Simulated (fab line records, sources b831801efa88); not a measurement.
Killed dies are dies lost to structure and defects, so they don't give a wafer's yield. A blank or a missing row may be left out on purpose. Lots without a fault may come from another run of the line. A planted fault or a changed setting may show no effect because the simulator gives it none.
Chamber matching | flow gf180mcu | GF_V3_CVD_02 on pecvd-04: 3 sister chambers
The step deposits SiO2 from TEOS, target thk 850 nm, time 94.851 s. 6 wafers are shown with their chamber, then 9 later ones without.

WAFERS WITH THEIR CHAMBER
wafer  | chamber | heater_power_w (W)
L076.3 | 1       | 587
L083.3 | 1       | 589
L083.6 | 2       | 661
L088.2 | 0       | 675
L088.3 | 2       | 646
L088.5 | 0       | 709

WAFERS WITHOUT THEIR CHAMBER
wafer  | heater_power_w (W)
L092.2 | 653
L092.3 | 539
L092.6 | 573
L094.3 | 698
L094.4 | 541
L094.6 | 579
L095.2 | 592
L095.3 | 584
L095.6 | 660

WHICH CHAMBER EACH WENT THROUGH
wafer  | from the rows above     | in truth
L092.2 | 2                       | 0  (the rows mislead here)
L092.3 | 1                       | 1
L092.6 | 1                       | 1
L094.3 | 0                       | 0
L094.4 | 1                       | 1
L094.6 | 1                       | 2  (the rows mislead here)
L095.2 | 1                       | 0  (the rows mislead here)
L095.3 | 1                       | 1
L095.6 | can't be placed: 2 or 0 | 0
Placed correctly: 5 of 9. Can't be placed from these rows: 1 (the true chamber is among the candidates in 1). Placed wrongly: 3.
How it was worked out, from the rows above alone: a wafer's distance from a chamber is the root of the sum, over the readings, of the square of ((its reading less the chamber's mean) divided by the reading's scatter). The wafer belongs to the nearest chamber; if the next one is less than 2 further off, it can't be placed. A chamber's mean is the mean of its shown wafers. The scatter: the root of (the sum of the squares of (reading less its chamber's mean) over the shown wafers, divided by (wafers less chambers)).
